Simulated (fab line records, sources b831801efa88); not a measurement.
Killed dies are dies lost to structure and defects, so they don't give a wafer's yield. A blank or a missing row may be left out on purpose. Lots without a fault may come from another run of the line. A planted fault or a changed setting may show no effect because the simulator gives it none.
Which tool did it? | flow gf180mcu | 13 lots, 39 wafers sampled, at 1 step of a route of 602

WHAT THE GAUGES READ, wafer by wafer
GF_V5_OVL_MEAS_15. Usual: V5_OVL -1 nm, standard deviation 4.6.
lot  | measured     | on         | V5_OVL (nm) | flag
L923 | day 27 07:48 | overlay-02 | 0 0 -3      |
L924 | day 27 13:29 | overlay-02 | -4 -4 0     |
L925 | day 28 00:31 | overlay-02 | -5 2 -4     |
L926 | day 28 09:13 | overlay-02 | -2 -6 -2    |
L927 | day 28 13:16 | overlay-02 | 5 -10 -7    |
L928 | day 29 02:50 | overlay-02 | 0 3 3       |
L929 | day 29 08:22 | overlay-02 | -8 -4 -3    |
L930 | day 29 14:15 | overlay-02 | 12 6 2      |
L931 | day 29 19:06 | overlay-02 | 2 3 4       |
L932 | day 30 02:44 | overlay-01 | -3 -2 -6    |
L933 | day 30 11:13 | overlay-01 | -8 -6 -7    |
L934 | day 30 17:43 | overlay-02 | 2 -3 4      |
L944 | day 33 02:14 | overlay-02 | 1 -3 -2     |

WHICH TOOL RAN EACH LOT (tool, then ch and the chambers of the sampled wafers, then the start)
The record holds no process step before these readings.

WHAT THE TOOLS THEMSELVES READ (means of the sampled wafers that have a number; where no wafer has one, the mark that the record gives instead)
The record holds no such reading with a usual standard deviation.

THE ANSWER, worked out from the rows above alone
Rule: a lot is off if the mean of its wafers that have a number lies more than 3 standard deviations from the usual mean. A lot without any number at a reading at which 4 lots or more have one is off too. The other lots that the step has rows for count as sound. The gauges are gone through in route order, then the tools' own readings, and for those a lot's mean is taken as printed above. The first step at which some lot is off is used, and at that step the reading that is off furthest; a lot without a number counts as furthest.
No lot is off at any reading shown: from this, nothing can be told.

WHAT THE SIMULATOR HAD PUT IN
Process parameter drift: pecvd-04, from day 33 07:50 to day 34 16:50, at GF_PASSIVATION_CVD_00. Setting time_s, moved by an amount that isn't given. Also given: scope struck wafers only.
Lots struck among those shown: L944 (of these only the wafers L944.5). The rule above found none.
